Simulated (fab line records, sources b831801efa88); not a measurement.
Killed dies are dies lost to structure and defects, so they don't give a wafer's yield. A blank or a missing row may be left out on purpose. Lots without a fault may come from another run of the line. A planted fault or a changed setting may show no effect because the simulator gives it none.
Chamber matching | flow gf180mcu | GF_POLY_GATE_ETCH_13 on rie_si-02: 4 sister chambers
The step etches poly-Si in HBr/Cl2, stops on SiO2, target depth 198.5 nm, time 69.6 s. 16 wafers are shown with their chamber, then 8 later ones without.

WAFERS WITH THEIR CHAMBER
wafer  | chamber | rf_fwd_power_W (W) | throttle_valve_pct (%) | oes_product_au (a.u.)
L679.1 | 2       | 399.6              | 33.674                 | 0.991
L679.4 | 0       | 396.3              | 33.682                 | 0.995
L679.6 | 0       | 397.0              | 33.701                 | 0.992
L680.1 | 3       | 398.0              | 33.677                 | 0.995
L680.2 | 1       | 393.2              | 33.675                 | 1.002
L680.3 | 0       | 396.2              | 33.686                 | 0.999
L681.2 | 3       | 397.2              | 33.689                 | 1.002
L681.3 | 1       | 393.8              | 33.698                 | 0.990
L681.5 | 1       | 393.6              | 33.675                 | 0.996
L683.1 | 2       | 398.3              | 33.688                 | 0.987
L683.2 | 3       | 398.2              | 33.690                 | 0.992
L683.3 | 0       | 399.2              | 33.689                 | 0.991
L685.1 | 1       | 396.6              | 33.684                 | 0.986
L685.4 | 2       | 398.9              | 33.675                 | 0.992
L685.5 | 0       | 395.2              | 33.697                 | 0.980
L690.3 | 1       | 394.8              | 33.701                 | 0.987

SIGNATURES (means of the wafers above)
reading            | chamber 0 | chamber 1 | chamber 2 | chamber 3 | scatter within a chamber
rf_fwd_power_W     | 396.780   | 394.400   | 398.933   | 397.800   | 1.22
throttle_valve_pct | 33.69100  | 33.68660  | 33.67900  | 33.68533  | 0.00951
oes_product_au     | 0.99140   | 0.99220   | 0.99000   | 0.99633   | 0.00611
Rule: a wafer's distance from a chamber is the root of the sum, over the readings, of the square of ((its reading less the chamber's mean) divided by the reading's scatter). The wafer belongs to the nearest chamber; if the next one is less than 2 further off, it can't be placed. The scatter: the root of (the sum of the squares of (reading less its chamber's mean) over the shown wafers, divided by (wafers less chambers)).

WAFERS WITHOUT THEIR CHAMBER
wafer  | rf_fwd_power_W (W) | throttle_valve_pct (%) | oes_product_au (a.u.)
L690.4 | 396.1              | 33.677                 | 0.993
L690.6 | 393.6              | 33.688                 | 0.980
L699.2 | 398.4              | 33.663                 | 0.987
L699.4 | 398.1              | 33.675                 | 0.996
L699.5 | 392.0              | 33.663                 | 0.995
L701.1 | 396.0              | 33.690                 | 0.995
L701.2 | 395.8              | 33.697                 | 0.996
L701.5 | 396.1              | 33.682                 | 0.999

WHICH CHAMBER EACH WENT THROUGH
wafer  | from the rows above               | in truth
L690.4 | can't be placed: 0 or 1 or 3 or 2 | 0
L690.6 | can't be placed: 1 or 0           | 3
L699.2 | can't be placed: 2 or 3 or 0      | 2
L699.4 | can't be placed: 3 or 2 or 0      | 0
L699.5 | can't be placed: 1 or 0           | 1
L701.1 | can't be placed: 0 or 1 or 3 or 2 | 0
L701.2 | can't be placed: 0 or 1 or 3      | 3
L701.5 | can't be placed: 3 or 0 or 1 or 2 | 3
Placed correctly: 0 of 8. Can't be placed from these rows: 8 (the true chamber is among the candidates in 7). Placed wrongly: 0.
